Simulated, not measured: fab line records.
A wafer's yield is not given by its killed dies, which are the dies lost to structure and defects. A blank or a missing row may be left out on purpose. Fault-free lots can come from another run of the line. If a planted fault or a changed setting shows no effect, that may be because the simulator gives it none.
Matching of chambers    flow gf180mcu    4 sister chambers for GF_SAB_ETCH_11 on rie diel-04
The step etches SiO2 in C4F8/O2/Ar, target depth 55 nm, time 8.5 s. 4 wafers are shown with their chamber, then 10 later ones without.

## WAFERS PAIRED WITH THEIR CHAMBERS
wafer   chamber  oes product au (a.u.)
L084.1  2        1.023
L084.2  1        1.009
L087.1  0        0.994
L087.3  3        0.979

## WAFERS WHOSE CHAMBER IS MISSING
wafer   oes product au (a.u.)
L087.4  1.002
L090.3  1.000
L090.4  1.011
L090.5  1.010
L091.2  0.998
L091.3  0.981
L091.6  0.999
L094.1  0.988
L094.3  1.002
L094.5  1.000

## WHICH CHAMBER EACH WENT THROUGH
wafer    from the rows above       in truth
L087.4   can't be placed: 1 or 0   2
L090.3   can't be placed: 0 or 1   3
L090.4   can't be placed: 1 or 2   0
L090.5   1                         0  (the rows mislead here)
L091.2   can't be placed: 0 or 1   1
L091.3   3                         3
L091.6   can't be placed: 0 or 1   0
L094.1   can't be placed: 0 or 3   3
L094.3   can't be placed: 1 or 0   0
L094.5   can't be placed: 0 or 1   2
Correct placement for 1 of the 10. From these rows, 8 cannot be placed; in 4 the true chamber is one of the candidates. Wrongly placed: 1.
How it was worked out, from the rows above alone: a wafer's distance from a chamber is the root of the sum, over the readings, of the square of ((its reading less the chamber's mean) divided by the reading's scatter). The wafer belongs to the nearest chamber; if the next one is less than 2 further off, it can't be placed. Each chamber's mean is taken over the wafers shown for it. The scatter (one wafer shown for each chamber): square how far every hidden wafer sits from the nearest shown wafer, average those squares and take the square root.
